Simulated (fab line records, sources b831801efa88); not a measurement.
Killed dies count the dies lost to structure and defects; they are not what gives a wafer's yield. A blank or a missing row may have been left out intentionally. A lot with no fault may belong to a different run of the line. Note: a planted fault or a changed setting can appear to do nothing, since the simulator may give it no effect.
Chamber matching | flow sky130 | SKY_CONTACT_CVD_00 on pecvd-01 has 3 sister chambers
The step deposits Si3N4, target thk 75 nm. 20 wafers are shown with their chamber, then 10 later ones without.

== WAFERS WITH THEIR CHAMBER ==
wafer  | chamber | heater-power-w (W)
L075.1 | 2       | 715
L075.3 | 1       | 728
L075.5 | 1       | 731
L077.2 | 0       | 574
L077.5 | 1       | 687
L077.6 | 0       | 574
L078.3 | 1       | 714
L078.5 | 1       | 736
L078.6 | 2       | 815
L081.2 | 1       | 638
L081.3 | 0       | 619
L081.6 | 1       | 628
L083.1 | 0       | 588
L083.2 | 1       | 667
L083.4 | 1       | 663
L085.2 | 0       | 671
L085.3 | 2       | 840
L085.4 | 2       | 850
L088.2 | 0       | 623
L088.3 | 2       | 811

SIGNATURES (means of the wafers above)
reading        | chamber 0 | chamber 1 | chamber 2 | scatter within a chamber
heater-power-w | 608.17    | 688.00    | 806.20    | 43.5
Rule: distance of a wafer from a chamber = root of the sum over the readings of ((wafer's reading minus chamber's mean) / reading's scatter) squared. The wafer belongs to the nearest chamber; if the next one is less than 2 further off, it can't be placed. The scatter: take each reading less its chamber's mean, square it, sum over the shown wafers, divide by the number of wafers less the number of chambers, and take the root.

== WAFERS MISSING THEIR CHAMBER ==
wafer  | heater-power-w (W)
L088.5 | 626
L093.2 | 807
L093.5 | 646
L093.6 | 707
L094.4 | 682
L094.5 | 826
L094.6 | 649
L097.1 | 560
L097.4 | 651
L097.6 | 742

== CHAMBER TAKEN BY EACH ==
wafer  | from the rows above          | in truth
L088.5 | can't be placed: 0 or 1      | 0
L093.2 | 2                            | 2
L093.5 | can't be placed: 0 or 1      | 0
L093.6 | can't be placed: 1 or 0 or 2 | 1
L094.4 | can't be placed: 1 or 0      | 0
L094.5 | 2                            | 2
L094.6 | can't be placed: 1 or 0      | 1
L097.1 | can't be placed: 0 or 1      | 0
L097.4 | can't be placed: 1 or 0      | 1
L097.6 | can't be placed: 1 or 2 or 0 | 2
Placed correctly: 2 of 10. From these rows, 8 cannot be placed; in 8 the true chamber is one of the candidates. Placed wrongly: 0.
